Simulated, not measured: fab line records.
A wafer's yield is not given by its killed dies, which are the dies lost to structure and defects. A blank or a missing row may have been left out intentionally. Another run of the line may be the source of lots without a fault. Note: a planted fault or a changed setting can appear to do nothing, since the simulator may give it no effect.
Which tool did it? -- flow sky130 -- 6 lots (18 wafers sampled), 1 step of a 708-step route

## WHAT THE GAUGES READ, wafer by wafer
SKY_SONOS_TUNNEL_OVL_MEAS_08.
lot,measured,on,SONOS_TUNNEL_OVL (nm)
L586,day 12 09:26,overlay-02,2.6 0.7 1.9
L588,day 12 19:43,overlay-01,0.2 2.0 0.2
L591,day 13 23:09,overlay-01,1.4 0.8 1.4
L593,day 14 18:16,overlay-02,2.2 2.0 2.2
L597,day 15 23:02,overlay-01,0.0 -1.2 1.8
L605,day 18 17:46,overlay-01,2.2 2.3 0.3

## EACH LOT AND THE TOOL THAT RAN IT (in order: tool; ch and the chambers of the sampled wafers; start)
Before these readings, the record contains no process step.

## THE ANSWER, worked out from the rows above alone
Rule: what is usual is taken from the lots themselves. Put in order of their means at a reading, lots are off if they are a third of the lots or fewer, leave a main group of 4 or more, and stand apart from it by a gap of 3 or more times the standard deviation of the main group's means; of several such gaps the widest counts. A main group is skipped when, at the precision printed for the reading in the tables above, its means are all equal. A lot without any number at a reading at which 4 lots or more have one is off too. Where the step has rows for the other lots, those lots are counted as sound.
Nothing can be told from this: no lot is off at any reading shown.

## WHAT THE SIMULATOR HAD INSERTED
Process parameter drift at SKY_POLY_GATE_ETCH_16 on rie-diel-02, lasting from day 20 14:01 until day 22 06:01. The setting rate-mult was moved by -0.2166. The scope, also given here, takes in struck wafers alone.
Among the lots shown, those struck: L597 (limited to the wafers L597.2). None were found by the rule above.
